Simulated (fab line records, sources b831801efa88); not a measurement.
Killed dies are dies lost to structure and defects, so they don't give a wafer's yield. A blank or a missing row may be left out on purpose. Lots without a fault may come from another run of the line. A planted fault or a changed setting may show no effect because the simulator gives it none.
Chamber matching | flow gf180mcu | GF_V5_CMP_04 on cmp-01: 4 sister chambers
The step polishes SiO2. 4 wafers are shown with their chamber, then 11 later ones without.

WAFERS WITH THEIR CHAMBER
wafer  | chamber | motor_current_A (A)
L694.2 | 2       | 10.6
L699.1 | 0       | 13.9
L699.4 | 3       | 11.4
L700.1 | 1       | 9.2

WAFERS WITHOUT THEIR CHAMBER
wafer  | motor_current_A (A)
L700.2 | 10.3
L700.5 | 14.1
L701.1 | 12.0
L701.4 | 9.6
L701.5 | 10.0
L702.2 | 11.0
L702.3 | 13.4
L702.4 | 9.5
L703.2 | 10.4
L703.4 | 14.1
L703.5 | 10.8

WHICH CHAMBER EACH WENT THROUGH
wafer  | from the rows above     | in truth
L700.2 | 2                       | 2
L700.5 | 0                       | 0
L701.1 | 3                       | 3
L701.4 | can't be placed: 1 or 2 | 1
L701.5 | can't be placed: 2 or 1 | 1
L702.2 | can't be placed: 2 or 3 | 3
L702.3 | 0                       | 0
L702.4 | 1                       | 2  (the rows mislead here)
L703.2 | 2                       | 2
L703.4 | 0                       | 0
L703.5 | can't be placed: 2 or 3 | 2
Placed correctly: 6 of 11. Can't be placed from these rows: 4 (the true chamber is among the candidates in 4). Placed wrongly: 1.
How it was worked out, from the rows above alone: a wafer's distance from a chamber is the root of the sum, over the readings, of the square of ((its reading less the chamber's mean) divided by the reading's scatter). The wafer belongs to the nearest chamber; if the next one is less than 2 further off, it can't be placed. A chamber's mean is the mean of its shown wafers. The scatter: with one shown wafer a chamber, the root of the mean of the squares of how far each hidden wafer lies from its nearest shown one.
